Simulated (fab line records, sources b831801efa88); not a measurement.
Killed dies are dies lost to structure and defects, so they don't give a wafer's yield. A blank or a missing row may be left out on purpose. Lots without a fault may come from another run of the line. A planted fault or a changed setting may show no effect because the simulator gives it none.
A struck lot beside a sound one | flow sky130 | 35 steps out of a route of 708
Sound: wafers L415.2, L415.3, L415.6. Struck: wafers L426.3, L426.5, L426.6. The cause comes at the end.
At each step with rows: each side's tool, then ch and its chambers, then its first start. Under that, the readings that differ: sound wafers | struck wafers | difference of the means | sigmas: that difference in standard deviations of wafers without a fault.
alike: readings whose means differ by less than 2 such deviations, and words and numbers that are the same on both sides. not compared: withheld readings, readings that some wafer has no value for, bounds like >300 that may hide the same value, and numbers for which the record gives no deviation and whose values overlap.
The two part at a step that has a row with sigmas, a row that says differs or no value, or rows on one side only. Numbers that don't overlap but have no deviation are shown without sigmas and don't part them. A reading that every wafer of one side lacks parts them only if that side has two wafers or more.

SKY_VIA1_CD_MEAS_12: target cd 150 nm.
  sound on cd_sem-01, day 35 20:25; struck on cd_sem-01, day 37 23:26
  alike: cd_nm
SKY_VIA1_OVL_MEAS_13:
  sound on overlay-01, day 35 20:31; struck on overlay-01, day 37 23:31
  reading       | sound     | struck | difference | sigmas
  VIA1_OVL (nm) | -9 -12 -7 | 4 -2 7 | +12        | +2
SKY_VIA1_ETCH_14: etches BARC in N2/H2, stops on SiO2, time 45.9 s, target depth 60 nm.
  sound on rie_diel-02 ch 0,1,2, day 35 20:33; struck on rie_diel-03 ch 0,1, day 37 23:32
  alike: drypump_motor_current_A, h2_flow_sccm, oes_product_au, throttle_valve_pct
  not compared: rf_hours_counter_h
then, 7 steps without rows for these wafers: SKY_VIA1_ETCH_15 (etches SiO2 in C4F8/O2/Ar, stops on TiN, target depth 351 nm, time 54.95 s); SKY_VIA1_STRIP_16 (strips in O2/N2); SKY_VIA1_STRIP_17 (strips in post etch residue remover, time 1200 s); SKY_VIA1_CLEAN_18 (cleans in IPA, time 180 s); SKY_VIA1_CLEAN_19 (cleans in O3/DIW); SKY_VIA1_SPUTTER_20 (material TiN, target thk 20 nm, time 80 s); SKY_VIA1_CVD_21 (deposits W, target thk 270 nm, time 80.902 s).
SKY_VIA1_RS_MEAS_22: measures by four-point-probe.
  sound on film_metro-04, day 35 21:24; struck on film_metro-02, day 38 00:25
  alike: VIA1_W_RS
SKY_VIA1_THK_MEAS_23: measures by xrf.
  sound on film_metro-04, day 35 21:31; struck on film_metro-02, day 38 00:31
  alike: VIA1_W_THK
SKY_VIA1_CMP_24: polishes, stops on SiO2, t overpolish 15 s, target thk 0 nm.
  sound on cmp-01 ch 0,1,2, day 35 21:40; struck on cmp-01 ch 0,3, day 38 00:34
  reading                                  | sound             | struck          | difference | sigmas
  time_to_endpoint_s (s)                   | 61 66 62          | 40 33 39        | -26        | -6
  model.SiO2_of_VIA1_HDPCVD_00.thk_nm (nm) | 342.1 340.6 340.1 | 338 339.9 339.4 | -2         |
  alike: motor_current_A, overpolish_run_s, slurry_flow_ml_min
then, 1 step without rows for these wafers: SKY_METAL2_SPUTTER_00 (material Ti, target thk 15 nm, time 10 s).
SKY_METAL2_SPUTTER_01: material TiN, target thk 20 nm, time 16.7 s.
  sound on pvd_sputter-01, day 35 21:53; struck on pvd_sputter-01, day 38 00:53
  alike: cathode_dc_power_W, throttle_valve_pct
then, 1 step without rows for these wafers: SKY_METAL2_SPUTTER_02 (material AlCu, target thk 250 nm, time 13.3 s).
SKY_METAL2_SPUTTER_03: material Ti, target thk 5 nm, time 3.3 s.
  sound on pvd_sputter-01, day 35 21:56; struck on pvd_sputter-01, day 38 00:56
  alike: cathode_dc_power_W, throttle_valve_pct
SKY_METAL2_SPUTTER_04: material TiN, target thk 70 nm, time 58.3 s.
  sound on pvd_sputter-01, day 35 21:58; struck on pvd_sputter-01, day 38 00:57
  alike: cathode_dc_power_W, throttle_valve_pct
SKY_METAL2_RS_MEAS_05: measures by four-point-probe.
  sound on film_metro-01, day 35 22:01; struck on film_metro-01, day 38 01:02
  alike: METAL2_ALCU_RS
SKY_METAL2_THK_MEAS_06: measures by xrf.
  sound on film_metro-01, day 35 22:08; struck on film_metro-01, day 38 01:08
  reading              | sound             | struck            | difference | sigmas
  METAL2_ALCU_THK (nm) | 256.6 258.5 255.5 | 251.6 252.3 249.9 | -5.6       | -2
then, 8 steps without rows for these wafers: SKY_METAL2_DEHYDRATE_07 (time 60 s); SKY_METAL2_HMDS_08 (prime time 60 s); SKY_METAL2_COAT_09 (resist thk 60 nm); SKY_METAL2_COAT_10 (resist thk 450 nm); SKY_METAL2_SOFTBAKE_11 (time 90 s); SKY_METAL2_EXPOSE_12 (exposes mask MM2, target cd 140 nm); SKY_METAL2_PEB_13; SKY_METAL2_DEVELOP_14 (develop time 60 s).
SKY_METAL2_CD_MEAS_15: target cd 140 nm.
  sound on cd_sem-01, day 36 23:47; struck on cd_sem-01, day 39 02:32
  alike: cd_nm
SKY_METAL2_OVL_MEAS_16:
  sound on overlay-01, day 36 23:54; struck on overlay-02, day 39 02:37
  alike: METAL2_OVL
SKY_METAL2_DESCUM_17: chemistry O2, time 8 s.
  sound on rie_metal-02 ch 0,1, day 36 23:56; struck on rie_metal-01 ch 0,1, day 39 02:39
  alike: drypump_motor_current_A, oes_product_au
  not compared: rf_hours_counter_h
then, 1 step without rows for these wafers: SKY_METAL2_ETCH_18 (etches BARC in N2/H2, stops on SiO2, time 45.9 s, target depth 60 nm).
SKY_METAL2_METAL_ETCH_19: etches the open film in Cl2/BCl3, stops on SiO2, target depth 360 nm, time 78 s.
  sound on rie_metal-02 ch 0,1, day 37 00:01; struck on rie_metal-01 ch 0,1, day 39 02:46
  reading                                  | sound             | struck            | difference | sigmas
  model.SiO2_of_VIA1_HDPCVD_00.thk_nm (nm) | 331.4 329.9 329.6 | 327.4 329.3 328.1 | -2.0       |
  alike: drypump_motor_current_A, oes_product_au, throttle_valve_pct
  not compared: rf_hours_counter_h
then, 1 step without rows for these wafers: SKY_METAL2_STRIP_20 (strips in O2/N2).
-- the record jumps here: 10 days lie between the struck wafers' starts before and after (it left off in module METAL2 and takes up again in module PAD_OPEN, whose first step shown is number 708 of the route) --
SKY_PAD_OPEN_PROBE_99:
  sound on prober-01, day 47 07:13; struck on prober-02, day 48 22:17
  alike: defect_limited_yield, killed_at_M0_to_M3, killed_at_M4_up, killed_at_contacts, killed_at_front_end, killed_at_other, killed_dies, killed_open, killed_short, sort_bin_3_pad_short, sort_bin_5_function, sort_bin_6_memory, sort_n_pass, sort_yield_pct

WHERE THEY PART
First at SKY_VIA1_OVL_MEAS_13; last, within this record, at SKY_METAL2_THK_MEAS_06. Later steps at which nothing parts them and some readings are alike: SKY_METAL2_CD_MEAS_15, SKY_METAL2_OVL_MEAS_16, SKY_METAL2_DESCUM_17, SKY_METAL2_METAL_ETCH_19, SKY_PAD_OPEN_PROBE_99.

WHY: what the simulator had put in
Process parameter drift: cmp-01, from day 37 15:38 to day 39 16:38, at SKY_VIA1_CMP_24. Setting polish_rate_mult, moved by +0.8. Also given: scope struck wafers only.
